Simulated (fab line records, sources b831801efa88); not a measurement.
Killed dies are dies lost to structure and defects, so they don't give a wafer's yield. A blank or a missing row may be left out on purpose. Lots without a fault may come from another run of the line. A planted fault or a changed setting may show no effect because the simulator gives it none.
fab line records | flow sky130
record lots=24 wafers=72 last_day=52
route steps=708 shown NWELL@67 CONTACT@411 VIA1@471 METAL3@536 CAPM@551 VIA3@588
lots that met no fault: from a run of the same line without faults
start_h: hours from the record's first day to the start of the lot's first wafer shown | wait_h: hours since the lot's step before | " the same as in the row above | L1.1+2: a row that stands for several wafers | - no value, or no start given | * or withheld: withheld | < > ~ a bound
route shown NAME@n: a module of which the file shows steps, and the number in the route of the first | usual: mean/standard deviation of fault-free wafers | same: alike in all rows | chamber/n: place in a boat | sites: the reading at each site | _std_site: their standard deviation | _edge_site: outer sites' mean less inner sites' | radius_mm: how far each site lies from the wafer's centre | mask NAME#n: copy n | behind: the tool/chamber that last shaped the wafer | hold: why the lot was held/for how many hours/how that ended | device: the transistor (n, p or np) that didn't switch | end of line: the same wafers' tests at the end of the route | a step without rows: its recipe alone | killed: dies lost to structure and defects at the first sort, not the wafer's yield | map: a wafer's dies, x killed, . not, _ none there
set.NAME: the setting as run; set.NAME@STEP: as run at that earlier step | model.NAME: the simulator's own value behind a step, which no gauge read
steps of the route over a sample of lots; a table a step, a row a wafer
services: from which hour (start_h, from the record's first day; less than 0 if before it) a tool's chamber was out of use, for how many hours, and why
## steps
# step SKY_NWELL_STRIP_14
# recipe chemistry=O2/N2 power_w=1400 pressure_mtorr=1500 platen_temp_c=withheld o2_flow_sccm=3000 n2_flow_sccm=300 overash_fraction=0.5
# usual drypump_motor_current_A=5.83/0.25 o2_flow_sccm=3000/9.1 oes_product_au=0.722/0.0043 strip_time_to_endpoint_s=36.87/0.096
# columns lot.wafer tool chamber start_h wait_h drypump_motor_current_A o2_flow_sccm oes_product_au rf_hours_counter_h strip_time_to_endpoint_s
L074.1 plasma_asher-04 1 84.78 0.1 5.88 3006 0.721 41 36.92
L074.2 " 0 " " 5.58 2998 0.719 41 36.82
L074.3 " 1 " " 5.90 3018 0.722 - 36.78
L075.1 plasma_asher-02 0 90.10 0.1 5.94 3001 0.722 40 36.70
L075.3 " 0 " " 5.93 3008 0.731 - 36.73
L075.6 " 0 " " 5.95 3017 0.721 - 36.92
L076.1 plasma_asher-02 0 96.62 0.1 5.95 3004 0.717 40 36.62
L076.3 " 0 " " 5.95 3015 0.724 - 36.82
L076.6 " 1 " " 5.96 3000 0.721 - 36.74
L077.1 plasma_asher-04 0 103.37 0.1 5.56 2994 0.720 43 36.80
L077.3 " 1 " " 5.89 3014 0.722 - 36.81
L077.4 " 0 " " 5.56 2994 0.730 - 36.79
L078.2 plasma_asher-04 0 109.12 0.1 5.57 3001 0.722 44 36.90
L078.4 " 1 " " 5.91 3001 0.724 - 36.95
L078.5 " 1 " " 5.90 3007 0.722 - 37.00
L079.1 plasma_asher-02 1 115.22 0.1 5.97 3006 0.719 42 36.85
L079.4 " 0 " " 5.95 3020 0.722 - 36.93
L079.5 " 1 " " 5.98 3001 0.718 - 36.90
L080.1 plasma_asher-01 0 120.88 0.1 5.25 3000 0.725 0 36.69
L080.2 " 1 " " 6.03 2988 0.724 0 36.88
L080.6 " 0 " " 5.23 2993 0.718 - 36.85
L081.2 plasma_asher-02 0 126.83 0.1 5.94 2993 0.724 44 36.85
L081.4 " 0 " " 6.00 2999 0.722 - 36.88
L081.6 " 1 " " 5.99 3001 0.727 - 36.82
L082.2 plasma_asher-04 0 131.22 0.1 5.53 3006 0.727 46 36.97
L082.3 " 0 " " 5.55 3008 0.728 - 36.93
L082.4 " 1 " " 5.89 2984 0.728 - 37.01
L083.2 plasma_asher-02 1 133.47 0.1 5.97 2992 0.724 44 36.73
L083.4 " 1 " " 5.97 2993 0.726 - 36.67
L083.5 " 1 " " 5.99 2991 0.721 - 36.74
L084.1 plasma_asher-02 0 137.20 0.1 5.97 2998 0.718 45 36.88
L084.3 " 0 " " 5.98 2998 0.725 - 36.77
L084.6 " 1 " " 5.94 3005 0.729 - 36.86
L085.1 plasma_asher-01 1 142.05 0.1 6.06 2996 0.725 2 36.80
L085.2 " 0 " " 5.23 3000 0.714 2 36.74
L085.4 " 1 " " 6.06 3007 0.720 - 36.83
L086.2 plasma_asher-01 0 146.00 0.1 5.22 3004 0.717 3 36.89
L086.4 " 0 " " 5.23 3006 0.724 - 36.88
L086.5 " 0 " " 5.24 2993 0.725 - 36.89
L087.1 plasma_asher-04 1 151.25 0.1 5.88 2999 0.727 49 36.80
L087.3 " 0 " " 5.56 2988 0.717 - 36.77
L087.4 " 1 " " 5.88 2999 0.723 - 36.97
L088.1 plasma_asher-02 0 154.22 0.1 5.98 3001 0.722 46 36.93
L088.4 " 0 " " 5.96 2999 0.723 - 36.90
L088.6 " 0 " " 5.97 2997 0.727 - 36.80
L089.1 plasma_asher-02 1 158.77 0.1 5.95 3001 0.733 47 36.86
L089.2 " 0 " " 5.96 2997 0.714 47 36.77
L089.5 " 0 " " 5.98 3017 0.719 - 36.79
L090.1 plasma_asher-02 0 162.22 0.1 5.97 3017 0.725 47 36.84
L090.5 " 1 " " 6.00 2977 0.717 - 36.94
L090.6 " 0 " " 5.96 2998 0.720 - 36.91
L091.1 plasma_asher-02 1 165.02 0.1 6.00 3002 0.721 48 37.03
L091.3 " 1 " " 6.03 3004 0.717 - 36.92
L091.6 " 0 " " 5.97 3005 0.728 - 36.95
L094.2 plasma_asher-01 1 293.42 0.1 6.05 3007 0.724 17 36.75
L094.3 " 1 " " 6.05 3021 0.721 - 36.80
L094.4 " 0 " " 5.25 2995 0.719 - 36.87
L092.2 plasma_asher-02 0 293.87 0.1 5.99 3019 0.725 60 36.99
L092.4 " 0 " " 5.97 3003 0.723 - 36.93
L092.6 " 0 " " 5.96 3007 0.717 - 37.04
L093.2 plasma_asher-04 1 294.32 0.1 5.88 3008 0.725 61 37.05
L093.4 " 1 " " 5.90 3001 0.718 - 37.03
L093.6 " 0 " " 5.56 2992 0.717 - 36.92
L095.2 plasma_asher-02 1 294.77 0.1 5.98 3012 0.721 60 36.91
L095.3 " 1 " " 5.96 3003 0.729 - 36.86
L095.4 " 0 " " 5.95 3002 0.724 - 36.89
L097.2 plasma_asher-04 0 295.22 0.1 5.55 3004 0.722 61 36.76
L097.3 " 0 " " 5.58 3017 0.725 - 36.76
L097.5 " 0 " " 5.55 3008 0.714 - 36.74
L096.2 plasma_asher-01 0 295.26 0.1 5.26 3005 0.727 17 37.08
L096.4 " 0 " " 5.29 2994 0.730 - 36.88
L096.6 " 0 " " 5.22 3004 0.715 - 37.01
# step SKY_CONTACT_BOW_MEAS_05
# recipe mode=bow
# usual CONTACT_BOW=82/7.2
# columns lot.wafer tool chamber start_h wait_h CONTACT_BOW[um]
L074.1 film_metro-01 - 652.83 0.2 75
L074.2 " - " " 87
L074.3 " - " " 61
L075.1 film_metro-01 - 654.22 0.2 79
L075.3 " - " " 81
L075.6 " - " " 74
L076.1 film_metro-03 - 655.24 0.1 81
L076.3 " - " " 70
L076.6 " - " " 82
L077.1 film_metro-03 - 656.40 0.2 95
L077.3 " - " " 93
L077.4 " - " " 85
L078.2 film_metro-03 - 670.92 0.3 86
L078.4 " - " " 79
L078.5 " - " " 92
L080.1 film_metro-03 - 679.35 0.1 98
L080.2 " - " " 80
L080.6 " - " " 92
L079.1 film_metro-01 - 681.89 0.2 72
L079.4 " - " " 67
L079.5 " - " " 93
L081.2 film_metro-03 - 694.81 0.2 72
L081.4 " - " " 75
L081.6 " - " " 71
L082.2 film_metro-01 - 704.22 0.3 85
L082.3 " - " " 83
L082.4 " - " " 87
L084.1 film_metro-04 - 706.58 0.1 79
L084.3 " - " " 89
L084.6 " - " " 86
L083.2 film_metro-04 - 707.72 0.2 87
L083.4 " - " " 82
L083.5 " - " " 79
L085.1 film_metro-01 - 716.31 0.1 76
L085.2 " - " " 76
L085.4 " - " " 83
L086.2 film_metro-04 - 724.75 0.2 80
L086.4 " - " " 74
L086.5 " - " " 83
L087.1 film_metro-01 - 732.00 0.2 82
L087.3 " - " " 84
L087.4 " - " " 73
L088.1 film_metro-04 - 734.95 0.1 77
L088.4 " - " " 70
L088.6 " - " " 75
L089.1 film_metro-03 - 746.17 0.1 92
L089.2 " - " " 88
L089.5 " - " " 75
L090.1 film_metro-04 - 760.07 0.1 83
L090.5 " - " " 86
L090.6 " - " " 86
L091.1 film_metro-03 - 765.38 0.1 76
L091.3 " - " " 84
L091.6 " - " " 79
L094.2 film_metro-01 - 951.82 0.2 89
L094.3 " - " " 88
L094.4 " - " " 70
L092.2 film_metro-03 - 955.85 0.2 77
L092.4 " - " " 86
L092.6 " - " " 90
L093.2 film_metro-03 - 957.81 0.2 88
L093.4 " - " " 79
L093.6 " - " " 78
L095.2 film_metro-03 - 958.52 0.1 76
L095.3 " - " " 92
L095.4 " - " " 80
L096.2 film_metro-03 - 959.41 0.3 86
L096.4 " - " " 91
L096.6 " - " " 73
L097.2 film_metro-03 - 961.44 0.2 74
L097.3 " - " " 96
L097.5 " - " " 77
# step SKY_VIA1_OVL_MEAS_13
# usual VIA1_OVL=0/5.6
# columns lot.wafer tool chamber start_h wait_h VIA1_OVL[nm]
L074.1 overlay-01 - 742.76 0.1 -7
L074.2 " - " " -8
L074.3 " - " " -6
L075.1 overlay-01 - 743.43 0.1 -5
L075.3 " - " " 1
L075.6 " - " " 0
L076.1 overlay-01 - 745.78 0.1 2
L076.3 " - " " -4
L076.6 " - " " 3
L077.1 overlay-02 - 746.43 0.1 -3
L077.3 " - " " -9
L077.4 " - " " -12
L078.2 overlay-02 - 759.46 0.1 -2
L078.4 " - " " -4
L078.5 " - " " -2
L080.1 overlay-01 - 767.66 0.1 4
L080.2 " - " " 2
L080.6 " - " " 7
L079.1 overlay-01 - 769.76 0.1 -6
L079.4 " - " " -11
L079.5 " - " " 2
L081.2 overlay-02 - 781.86 0.1 0
L081.4 " - " " -5
L081.6 " - " " -11
L082.2 overlay-02 - 790.19 0.1 5
L082.3 " - " " 3
L082.4 " - " " 6
L084.1 overlay-01 - 793.68 0.1 -1
L084.3 " - " " 1
L084.6 " - " " -12
L083.2 overlay-01 - 794.81 0.1 0
L083.4 " - " " 1
L083.5 " - " " 2
L085.1 overlay-01 - 800.03 0.1 2
L085.2 " - " " 2
L085.4 " - " " -1
L086.2 overlay-02 - 809.56 0.1 7
L086.4 " - " " 5
L086.5 " - " " 7
L087.1 overlay-02 - 817.86 0.1 0
L087.3 " - " " 7
L087.4 " - " " 1
L088.1 overlay-02 - 819.56 0.1 -2
L088.4 " - " " 7
L088.6 " - " " 5
L089.1 overlay-02 - 829.66 0.1 0
L089.2 " - " " -12
L089.5 " - " " -5
L090.1 overlay-02 - 841.81 0.1 0
L090.5 " - " " -4
L090.6 " - " " -2
L091.1 overlay-01 - 848.41 0.1 5
L091.3 " - " " 1
L091.6 " - " " 6
L094.2 overlay-01 - 1027.69 0.1 4
L094.3 " - " " -5
L094.4 " - " " -6
L092.2 overlay-01 - 1031.66 0.1 0
L092.4 " - " " -1
L092.6 " - " " 1
L093.2 overlay-02 - 1033.16 0.1 17
L093.4 " - " " 7
L093.6 " - " " 8
L095.2 overlay-02 - 1034.31 0.1 8
L095.3 " - " " 3
L095.4 " - " " 6
L096.2 overlay-02 - 1035.01 0.1 -2
L096.4 " - " " 2
L096.6 " - " " 3
L097.2 overlay-02 - 1035.66 0.1 4
L097.3 " - " " -1
L097.5 " - " " 2
# step SKY_METAL3_SPUTTER_04
# recipe material=TiN target_thk_nm=70 power_w=6500 time_s=58.3 chamber_pressure_pa=0.4
# usual throttle_valve_pct=29.6/1.3
# columns lot.wafer tool chamber start_h wait_h throttle_valve_pct
L074.1 pvd_sputter-01 - 800.02 0.0 31.7
L074.2 " - " " 29.2
L074.3 " - " " 28.2
L075.1 pvd_sputter-04 - 800.94 0.0 29.1
L075.3 " - " " 32.0
L075.6 " - " " 28.1
L076.1 pvd_sputter-04 - 802.19 0.0 28.7
L076.3 " - " " 28.3
L076.6 " - " " 28.0
L077.1 pvd_sputter-02 - 804.87 0.0 29.9
L077.3 " - " " 29.1
L077.4 " - " " 30.1
L078.2 pvd_sputter-04 - 815.29 0.0 32.3
L078.4 " - " " 28.1
L078.5 " - " " 28.1
L080.1 pvd_sputter-02 - 825.49 0.0 30.2
L080.2 " - " " 30.0
L080.6 " - " " 28.9
L079.1 pvd_sputter-01 - 827.82 0.0 31.7
L079.4 " - " " 30.8
L079.5 " - " " 29.2
L081.2 pvd_sputter-01 - 840.77 0.0 31.7
L081.4 " - " " 30.9
L081.6 " - " " 28.4
L082.2 pvd_sputter-04 - 849.28 0.0 28.2
L082.3 " - " " 31.9
L082.4 " - " " 28.8
L084.1 pvd_sputter-04 - 851.13 0.0 28.2
L084.3 " - " " 28.9
L084.6 " - " " 28.3
L083.2 pvd_sputter-04 - 853.41 0.0 29.3
L083.4 " - " " 28.0
L083.5 " - " " 28.4
L085.1 pvd_sputter-02 - 858.67 0.0 30.2
L085.2 " - " " 29.7
L085.4 " - " " 28.8
L086.2 pvd_sputter-01 - 867.46 0.0 31.6
L086.4 " - " " 29.2
L086.5 " - " " 29.1
L087.1 pvd_sputter-01 - 875.74 0.0 28.4
L087.3 " - " " 29.3
L087.4 " - " " 31.0
L088.1 pvd_sputter-04 - 878.09 0.0 28.1
L088.4 " - " " 28.1
L088.6 " - " " 27.8
L089.1 pvd_sputter-02 - 887.07 0.0 28.9
L089.2 " - " " 29.9
L089.5 " - " " 30.2
L090.1 pvd_sputter-02 - 898.76 0.0 29.5
L090.5 " - " " 29.7
L090.6 " - " " 29.6
L091.1 pvd_sputter-02 - 907.00 0.0 30.1
L091.3 " - " " 29.9
L091.6 " - " " 29.9
L094.2 pvd_sputter-04 - 1073.90 0.0 29.0
L094.3 " - " " 32.0
L094.4 " - " " 28.3
L092.2 pvd_sputter-02 - 1077.15 0.0 30.3
L092.4 " - " " 29.8
L092.6 " - " " 29.9
L093.2 pvd_sputter-04 - 1078.21 0.0 28.7
L093.4 " - " " 28.2
L093.6 " - " " 28.6
L095.2 pvd_sputter-01 - 1079.67 0.0 27.9
L095.3 " - " " 31.4
L095.4 " - " " 30.8
L096.2 pvd_sputter-04 - 1080.59 0.0 28.9
L096.4 " - " " 28.0
L096.6 " - " " 32.0
L097.2 pvd_sputter-04 - 1081.39 0.0 32.0
L097.3 " - " " 29.2
L097.5 " - " " 28.0
# step SKY_CAPM_STRIP_14
# recipe chemistry=O2/N2 power_w=1400 pressure_mtorr=1500 platen_temp_c=withheld o2_flow_sccm=3000 n2_flow_sccm=300 overash_fraction=0.5
# usual drypump_motor_current_A=5.7/0.31 o2_flow_sccm=3000/9.1 oes_product_au=0.710/0.0045 strip_time_to_endpoint_s=12.70/0.052
# columns lot.wafer tool chamber start_h wait_h drypump_motor_current_A o2_flow_sccm oes_product_au rf_hours_counter_h strip_time_to_endpoint_s
L074.1 plasma_asher-01 1 827.72 0.1 6.1 3003 0.705 64 12.75
L074.2 " 0 " " 5.3 3001 0.710 64 12.71
L074.3 " 0 " " 5.3 3007 0.708 - 12.71
L075.1 plasma_asher-01 1 828.02 0.1 6.1 3002 0.712 64 12.67
L075.3 " 1 " " 6.1 2991 0.715 - 12.63
L075.6 " 1 " " 6.1 3003 0.707 - 12.63
L076.1 plasma_asher-04 1 829.95 0.1 5.9 3015 0.706 9 12.79
L076.3 " 1 " " 5.9 2987 0.706 - 12.77
L076.6 " 0 " " 5.6 3002 0.706 - 12.79
L077.1 plasma_asher-01 1 830.92 0.1 6.1 2996 0.721 64 12.75
L077.3 " 0 " " 5.2 2994 0.711 - 12.68
L077.4 " 1 " " 6.1 3003 0.712 - 12.62
L078.2 plasma_asher-04 1 843.30 0.1 5.9 3005 0.712 10 12.72
L078.4 " 1 " " 5.9 3006 0.714 - 12.73
L078.5 " 0 " " 5.6 3003 0.714 - 12.71
L080.1 plasma_asher-03 1 852.43 0.1 6.2 3017 0.712 102 12.72
L080.2 " 0 " " 5.8 3005 0.711 102 12.71
L080.6 " 1 " " 6.2 3012 0.706 - 12.65
L079.1 plasma_asher-01 0 853.67 0.1 5.2 3002 0.711 67 12.65
L079.4 " 0 " " 5.2 3010 0.710 - 12.65
L079.5 " 1 " " 6.1 2998 0.716 - 12.70
L081.2 plasma_asher-03 1 866.52 0.1 6.2 2996 0.716 104 12.75
L081.4 " 1 " " 6.2 3002 0.706 - 12.63
L081.6 " 0 " " 5.8 3015 0.709 - 12.66
L082.2 plasma_asher-01 1 875.70 0.1 6.0 3008 0.713 69 12.74
L082.3 " 1 " " 6.1 3005 0.714 - 12.67
L082.4 " 0 " " 5.2 3007 0.721 - 12.74
L084.1 plasma_asher-01 1 877.30 0.1 6.0 2998 0.708 69 12.67
L084.3 " 1 " " 6.0 3001 0.718 - 12.70
L084.6 " 1 " " 6.1 3003 0.716 - 12.68
L083.2 plasma_asher-04 0 879.50 0.1 5.5 3002 0.707 14 12.61
L083.4 " 0 " " 5.5 3009 0.705 - 12.61
L083.5 " 0 " " 5.5 2992 0.709 - 12.58
L085.1 plasma_asher-04 0 885.82 0.1 5.5 3003 0.700 14 12.75
L085.2 " 1 " " 5.9 3007 0.707 14 12.68
L085.4 " 1 " " 5.9 3004 0.713 - 12.72
L086.2 plasma_asher-03 0 895.07 0.1 5.8 2999 0.711 107 12.74
L086.4 " 1 " " 6.1 2998 0.699 - 12.66
L086.5 " 0 " " 5.8 3002 0.710 - 12.69
L087.1 plasma_asher-03 0 902.85 0.1 5.8 3002 0.709 108 12.68
L087.3 " 0 " " 5.9 3008 0.718 - 12.63
L087.4 " 1 " " 6.1 3009 0.708 - 12.71
L088.1 plasma_asher-01 0 905.65 0.1 5.2 2994 0.710 73 12.68
L088.4 " 0 " " 5.3 3007 0.708 - 12.74
L088.6 " 1 " " 6.1 3006 0.709 - 12.64
L089.1 plasma_asher-04 1 913.25 0.1 5.9 2987 0.699 16 12.79
L089.2 " 0 " " 5.6 2993 0.713 16 12.69
L089.5 " 1 " " 5.9 2993 0.707 - 12.73
L090.1 plasma_asher-01 1 925.40 0.1 6.0 2993 0.708 75 12.62
L090.5 " 0 " " 5.2 2984 0.704 - 12.66
L090.6 " 1 " " 6.0 2983 0.710 - 12.64
L091.1 plasma_asher-04 0 933.25 0.1 5.6 3001 0.706 18 12.69
L091.3 " 1 " " 5.9 3007 0.713 - 12.68
L091.6 " 0 " " 5.6 3001 0.704 - 12.66
L094.2 plasma_asher-03 0 1092.67 0.1 5.8 3001 0.716 1 12.76
L094.3 " 0 " " 5.8 2990 0.714 - 12.75
L094.4 " 1 " " 6.2 3018 0.708 - 12.75
L092.2 plasma_asher-01 1 1095.67 0.1 6.0 3015 0.708 91 12.62
L092.4 " 1 " " 6.0 3032 0.712 - 12.66
L092.6 " 1 " " 6.1 3002 0.720 - 12.65
L093.2 plasma_asher-04 0 1096.32 0.1 5.6 2983 0.704 36 12.74
L093.4 " 1 " " 5.9 2993 0.714 - 12.76
L093.6 " 1 " " 5.9 2992 0.715 - 12.82
L095.2 plasma_asher-04 0 1097.95 0.1 5.6 3013 0.705 36 12.69
L095.3 " 1 " " 5.9 3017 0.705 - 12.66
L095.4 " 0 " " 5.6 2999 0.713 - 12.64
L096.2 plasma_asher-04 1 1098.50 0.1 5.9 2990 0.708 36 12.75
L096.4 " 0 " " 5.5 2988 0.702 - 12.69
L096.6 " 1 " " 5.9 2993 0.714 - 12.75
L097.2 plasma_asher-04 0 1099.57 0.1 5.6 3001 0.708 36 12.73
L097.3 " 0 " " 5.6 2993 0.704 - 12.74
L097.5 " 1 " " 5.9 2994 0.715 - 12.75
# step SKY_VIA3_ETCH_15
# recipe target=SiO2 chemistry=C4F8/O2/Ar target_depth_nm=507 stop_on=TiN mask_material=KrF-thick source_w=1500 bias_w=1200 pressure_mtorr=40 c4f8_flow_sccm=withheld O2_flow_sccm=6 Ar_flow_sccm=300 time_s=78
# usual oes_product_au=0.945/0.0053
# columns lot.wafer tool chamber start_h wait_h oes_product_au rf_hours_counter_h
L074.1 rie_diel-03 1 882.41 0.0 0.945 11
L074.2 " 2 " " 0.947 15
L074.3 " 0 " " 0.945 0
L075.1 rie_diel-02 1 883.41 0.0 0.940 9
L075.3 " 0 " " 0.945 10
L075.6 " 1 " " 0.946 -
L076.1 rie_diel-01 2 884.56 0.0 0.951 3
L076.3 " 1 " " 0.954 19
L076.6 " 1 " " 0.952 -
L077.1 rie_diel-01 0 886.33 0.0 0.947 24
L077.3 " 2 " " 0.945 3
L077.4 " 1 " " 0.946 19
L078.2 rie_diel-02 2 897.33 0.0 0.949 13
L078.4 " 3 " " 0.952 11
L078.5 " 2 " " 0.943 -
L080.1 rie_diel-02 3 906.86 0.0 0.940 11
L080.2 " 1 " " 0.947 10
L080.6 " 1 " " 0.950 -
L079.1 rie_diel-03 0 908.91 0.0 0.944 1
L079.4 " 3 " " 0.954 12
L079.5 " 2 " " 0.944 -
L081.2 rie_diel-02 2 922.40 0.0 0.933 14
L081.4 " 0 " " 0.952 12
L081.6 " 1 " " 0.947 -
L082.2 rie_diel-03 0 931.15 0.0 0.953 2
L082.3 " 3 " " 0.958 13
L082.4 " 1 " " 0.945 12
L084.1 rie_diel-01 2 931.50 0.0 0.940 5
L084.3 " 3 " " 0.938 17
L084.6 " 2 " " 0.950 -
L083.2 rie_diel-01 3 933.35 0.0 0.942 17
L083.4 " 1 " " 0.946 20
L083.5 " 0 " " 0.946 -
L085.1 rie_diel-02 1 939.51 0.0 0.939 11
L085.2 " 2 " " 0.949 15
L085.4 " 0 " " 0.947 12
L086.2 rie_diel-03 0 947.90 0.0 0.941 2
L086.4 " 3 " " 0.950 13
L086.5 " 2 " " 0.948 -
L087.1 rie_diel-02 1 956.44 0.0 0.939 12
L087.3 " 3 " " 0.952 12
L087.4 " 2 " " 0.939 15
L088.1 rie_diel-02 0 959.41 0.0 0.946 13
L088.4 " 2 " " 0.952 15
L088.6 " 0 " " 0.947 -
L089.1 rie_diel-03 0 966.19 0.0 0.951 2
L089.2 " 1 " " 0.946 12
L089.5 " 1 " " 0.939 -
L090.1 rie_diel-03 3 979.05 0.0 0.941 14
L090.5 " 1 " " 0.942 -
L090.6 " 0 " " 0.949 -
L091.1 rie_diel-02 0 986.20 0.0 0.944 14
L091.3 " 3 " " 0.953 13
L091.6 " 3 " " 0.943 -
L094.2 rie_diel-02 2 1131.01 0.0 0.951 23
L094.3 " 3 " " 0.946 20
L094.4 " 0 " " 0.947 20
L092.2 rie_diel-02 2 1133.71 0.0 0.934 23
L092.4 " 0 " " 0.949 20
L092.6 " 0 " " 0.941 -
L093.2 rie_diel-01 2 1134.06 0.0 0.930 12
L093.4 " 1 " " 0.939 28
L093.6 " 2 " " 0.944 -
L095.2 rie_diel-03 1 1135.71 0.0 0.948 18
L095.3 " 0 " " 0.951 8
L095.4 " 0 " " 0.939 -
L096.2 rie_diel-01 0 1136.24 0.0 0.943 8
L096.4 " 1 " " 0.946 28
L096.6 " 2 " " 0.942 -
L097.2 rie_diel-02 1 1137.16 0.0 0.940 18
L097.3 " 0 " " 0.951 20
L097.5 " 3 " " 0.949 -
## services
# columns tool chamber start_h hours kind
plasma_asher-01 - 108.75 9.0 pm
plasma_asher-01 - 110.54 3.3 repair
plasma_asher-01 - 192.31 1.9 repair
plasma_asher-04 - 228.94 2.8 pm
plasma_asher-01 - 289.19 3.2 repair
plasma_asher-02 - 297.63 0.9 repair
plasma_asher-01 - 309.74 2.8 pm
plasma_asher-01 - 325.94 1.8 repair
plasma_asher-02 - 337.01 1.3 repair
plasma_asher-02 - 352.14 0.8 repair
plasma_asher-01 - 397.89 1.1 repair
plasma_asher-02 - 421.25 9.0 pm
plasma_asher-01 - 570.89 39.0 repair
plasma_asher-01 - 617.08 28.1 pm
plasma_asher-04 - 733.75 9.0 pm
plasma_asher-01 - 870.36 0.9 repair
plasma_asher-04 - 892.34 11.9 repair
plasma_asher-04 - 931.85 0.4 repair
plasma_asher-01 - 956.78 0.7 repair
plasma_asher-01 - 1021.54 10.0 pm
plasma_asher-04 - 1056.93 1.0 repair
plasma_asher-01 - 1065.54 1.4 repair
plasma_asher-01 - 1096.35 14.6 pm
plasma_asher-04 - 1118.63 1.7 repair
## key
fault none
